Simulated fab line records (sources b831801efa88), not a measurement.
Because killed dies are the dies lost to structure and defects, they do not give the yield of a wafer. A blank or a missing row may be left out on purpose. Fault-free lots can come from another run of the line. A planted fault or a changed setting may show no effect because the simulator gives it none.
Split-lot trial :: flow sky130 :: route with 708 steps; 5 lots, 23 wafers read

## THE SPLIT
At SKY_VIA1_SPUTTER_20 (material TiN, target thk 20 nm, time 80 s), the setting power w was moved away from the recipe's 4000 W on 7 of the 23 wafers read, by -6.1% to +11.5%. This setting was run at the recipe's value on the other wafers.

The reading comes from the split's own step.

## THE READING
TiN_of_VIA1_SPUTTER_20.thk nm (the simulator's own value, which no gauge read), in nm, at SKY_VIA1_SPUTTER_20 (material TiN, target thk 20 nm, time 80 s). The file does not state a usual value for it. The 16 wafers here that ran the recipe average 20.09 nm, standard deviation 0.19 nm.

wafer: L076.2
tool, chamber at the split: pvd sputter-01, -
power w as run, W: 4000
against the recipe: recipe
TiN_of_VIA1_SPUTTER_20.thk nm, nm: 20.09
against lot-mates on the recipe: -

wafer: L076.4
tool, chamber at the split: pvd sputter-01, -
power w as run, W: 4000
against the recipe: recipe
TiN_of_VIA1_SPUTTER_20.thk nm, nm: 20.31
against lot-mates on the recipe: -

wafer: L076.5
tool, chamber at the split: pvd sputter-01, -
power w as run, W: 4000
against the recipe: recipe
TiN_of_VIA1_SPUTTER_20.thk nm, nm: 19.88
against lot-mates on the recipe: -

wafer: L077.1
tool, chamber at the split: pvd sputter-04, -
power w as run, W: 4000
against the recipe: recipe
TiN_of_VIA1_SPUTTER_20.thk nm, nm: 20.25
against lot-mates on the recipe: -

wafer: L077.2
tool, chamber at the split: pvd sputter-04, -
power w as run, W: 4000
against the recipe: recipe
TiN_of_VIA1_SPUTTER_20.thk nm, nm: 20.14
against lot-mates on the recipe: -

wafer: L077.4
tool, chamber at the split: pvd sputter-04, -
power w as run, W: 3757
against the recipe: -6.1%
TiN_of_VIA1_SPUTTER_20.thk nm, nm: 18.84
against lot-mates on the recipe: -1.42

wafer: L077.5
tool, chamber at the split: pvd sputter-04, -
power w as run, W: 4000
against the recipe: recipe
TiN_of_VIA1_SPUTTER_20.thk nm, nm: 20.4
against lot-mates on the recipe: -

wafer: L077.6
tool, chamber at the split: pvd sputter-04, -
power w as run, W: 3757
against the recipe: -6.1%
TiN_of_VIA1_SPUTTER_20.thk nm, nm: 18.95
against lot-mates on the recipe: -1.31

wafer: L082.1
tool, chamber at the split: pvd sputter-01, -
power w as run, W: 4460
against the recipe: +11.5%
TiN_of_VIA1_SPUTTER_20.thk nm, nm: 22.56
against lot-mates on the recipe: +2.42

wafer: L082.2
tool, chamber at the split: pvd sputter-01, -
power w as run, W: 4000
against the recipe: recipe
TiN_of_VIA1_SPUTTER_20.thk nm, nm: 20.01
against lot-mates on the recipe: -

wafer: L082.3
tool, chamber at the split: pvd sputter-01, -
power w as run, W: 4460
against the recipe: +11.5%
TiN_of_VIA1_SPUTTER_20.thk nm, nm: 22.58
against lot-mates on the recipe: +2.44

wafer: L082.4
tool, chamber at the split: pvd sputter-01, -
power w as run, W: 4460
against the recipe: +11.5%
TiN_of_VIA1_SPUTTER_20.thk nm, nm: 22.73
against lot-mates on the recipe: +2.59

wafer: L082.6
tool, chamber at the split: pvd sputter-01, -
power w as run, W: 4000
against the recipe: recipe
TiN_of_VIA1_SPUTTER_20.thk nm, nm: 20.27
against lot-mates on the recipe: -

wafer: L083.1
tool, chamber at the split: pvd sputter-02, -
power w as run, W: 4154
against the recipe: +3.8%
TiN_of_VIA1_SPUTTER_20.thk nm, nm: 20.71
against lot-mates on the recipe: +0.51

wafer: L083.2
tool, chamber at the split: pvd sputter-02, -
power w as run, W: 4000
against the recipe: recipe
TiN_of_VIA1_SPUTTER_20.thk nm, nm: 20.12
against lot-mates on the recipe: -

wafer: L083.3
tool, chamber at the split: pvd sputter-02, -
power w as run, W: 4000
against the recipe: recipe
TiN_of_VIA1_SPUTTER_20.thk nm, nm: 20.31
against lot-mates on the recipe: -

wafer: L083.4
tool, chamber at the split: pvd sputter-02, -
power w as run, W: 4000
against the recipe: recipe
TiN_of_VIA1_SPUTTER_20.thk nm, nm: 20.16
against lot-mates on the recipe: -

wafer: L083.6
tool, chamber at the split: pvd sputter-02, -
power w as run, W: 4154
against the recipe: +3.8%
TiN_of_VIA1_SPUTTER_20.thk nm, nm: 21.22
against lot-mates on the recipe: +1.02

wafer: L084.1
tool, chamber at the split: pvd sputter-01, -
power w as run, W: 4000
against the recipe: recipe
TiN_of_VIA1_SPUTTER_20.thk nm, nm: 19.84
against lot-mates on the recipe: -

wafer: L084.2
tool, chamber at the split: pvd sputter-01, -
power w as run, W: 4000
against the recipe: recipe
TiN_of_VIA1_SPUTTER_20.thk nm, nm: 19.87
against lot-mates on the recipe: -

wafer: L084.3
tool, chamber at the split: pvd sputter-01, -
power w as run, W: 4000
against the recipe: recipe
TiN_of_VIA1_SPUTTER_20.thk nm, nm: 19.78
against lot-mates on the recipe: -

wafer: L084.5
tool, chamber at the split: pvd sputter-01, -
power w as run, W: 4000
against the recipe: recipe
TiN_of_VIA1_SPUTTER_20.thk nm, nm: 19.89
against lot-mates on the recipe: -

wafer: L084.6
tool, chamber at the split: pvd sputter-01, -
power w as run, W: 4000
against the recipe: recipe
TiN_of_VIA1_SPUTTER_20.thk nm, nm: 20.12
against lot-mates on the recipe: -

FIT RESULTS
A straight line over all 23 wafers: TiN_of_VIA1_SPUTTER_20.thk nm changes by +0.216 nm for each +1% of power w; r = +0.98; the points scatter about the line by 0.19 nm.
The same after taking each lot's own level away (the mean of its wafers on the recipe; 23 wafers): +0.217 nm for each +1%; r = +0.99; scatter 0.14 nm.
Per that fit: largest power w move, reading shift of 2.5 nm.
Measured against the standard deviation above, the lots' own levels, which go from 19.900 to 20.263 nm, span 1.9 times it.
The two slopes are in agreement: the lot-to-lot level therefore moves the slope only a little.
Check: for one of the wafers moved furthest among these (+11.5%), held out of the fit, the line's prediction against its lot-mates is +2.51 nm. Against them it came out at +2.42 nm.

## OTHER SPLITS APPLIED TO THESE WAFERS
Other splits were also applied to these wafers ahead of the reading. Each is held against what the fit with the lots' levels taken away leaves over:
other split on the same wafers: SKY_VIA1_EXPOSE_09 dose mj
wafers away from the commonest value: 7
r with TiN_of_VIA1_SPUTTER_20.thk nm (lot level and that fit taken away): +0.02

## FILE'S OWN FIT
TiN_of_VIA1_SPUTTER_20.thk nm changes by +0.217 nm for each +1% of power w, r = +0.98.
